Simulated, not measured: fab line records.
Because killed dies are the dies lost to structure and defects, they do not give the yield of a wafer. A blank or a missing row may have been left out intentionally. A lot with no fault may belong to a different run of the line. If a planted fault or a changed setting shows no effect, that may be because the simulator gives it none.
Which of the tools did it? ; flow gf180mcu ; route of 602 steps, sampled at 1 step: 7 lots, 19 wafers

## WHAT THE GAUGES READ, wafer by wafer
GF_HV_LDD_OVL_MEAS_08.
lot;measured;on;HV_LDD_OVL (nm)
L552;day 10 06:59;overlay-02;1.0 -0.9 -0.6
L555;day 11 05:26;overlay-02;2.9 4.3 3.9
L557;day 11 17:41;overlay-01;3.8 4.2 4.4
L560;day 12 20:36;overlay-02;0.2 0.8
L564;day 14 01:00;overlay-01;2.5 2.9
L570;day 15 20:11;overlay-01;0.9 1.8 1.3
L573;day 16 16:16;overlay-02;-0.4 2.3 1.7

## TOOL THAT RAN EACH LOT (tool first, then ch and the chambers of the sampled wafers, then the start)
The record shows no process step preceding these readings.

## THE ANSWER, worked out from the rows above alone
Rule: what is usual is taken from the lots themselves. The widest of any qualifying gaps counts: lots, ordered by their means at a reading, are off when they make up no more than a third of the lots, leave a main group of 4 or more, and stand apart from it by 3 or more times the standard deviation of that group's means. The tables above print the reading to a certain number of digits; a main group whose means all agree to those digits is not used. Also off: a lot with no number at a reading for which 4 or more lots have one. The other lots that the step has rows for count as sound.
None of the lots is off at any reading shown; this tells nothing.

## WHAT THE SIMULATOR HAD PUT IN
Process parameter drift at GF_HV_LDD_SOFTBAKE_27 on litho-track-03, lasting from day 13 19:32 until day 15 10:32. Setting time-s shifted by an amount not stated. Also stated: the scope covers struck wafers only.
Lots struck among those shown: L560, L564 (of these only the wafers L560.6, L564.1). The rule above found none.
